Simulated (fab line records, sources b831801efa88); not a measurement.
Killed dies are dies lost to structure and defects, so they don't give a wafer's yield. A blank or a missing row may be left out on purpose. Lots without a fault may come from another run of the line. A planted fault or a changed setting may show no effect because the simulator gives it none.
Chamber matching | flow gf180mcu | GF_POLY_GATE_ETCH_13 on rie_si-01: 4 sister chambers
The step etches poly-Si in HBr/Cl2, stops on SiO2, target depth 198.5 nm, time 69.6 s. 4 wafers are shown with their chamber, then 10 later ones without.

WAFERS WITH THEIR CHAMBER
wafer  | chamber | drypump_motor_current_A (A)
L741.6 | 2       | 5.7
L751.2 | 1       | 6.1
L753.2 | 3       | 5.8
L753.3 | 0       | 6.5

WAFERS WITHOUT THEIR CHAMBER
wafer  | drypump_motor_current_A (A)
L753.4 | 5.7
L755.2 | 5.6
L755.3 | 6.5
L755.6 | 5.8
L756.1 | 6.1
L756.3 | 5.6
L756.5 | 5.8
L759.2 | 5.7
L759.3 | 6.1
L759.5 | 6.1

WHICH CHAMBER EACH WENT THROUGH
wafer  | from the rows above | in truth
L753.4 | 2                   | 2
L755.2 | 2                   | 2
L755.3 | 0                   | 0
L755.6 | 3                   | 3
L756.1 | 1                   | 1
L756.3 | 2                   | 2
L756.5 | 3                   | 3
L759.2 | 2                   | 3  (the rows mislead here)
L759.3 | 1                   | 1
L759.5 | 1                   | 1
Placed correctly: 9 of 10. Can't be placed from these rows: 0. Placed wrongly: 1.
How it was worked out, from the rows above alone: a wafer's distance from a chamber is the root of the sum, over the readings, of the square of ((its reading less the chamber's mean) divided by the reading's scatter). The wafer belongs to the nearest chamber; if the next one is less than 2 further off, it can't be placed. A chamber's mean is the mean of its shown wafers. The scatter: with one shown wafer a chamber, the root of the mean of the squares of how far each hidden wafer lies from its nearest shown one.
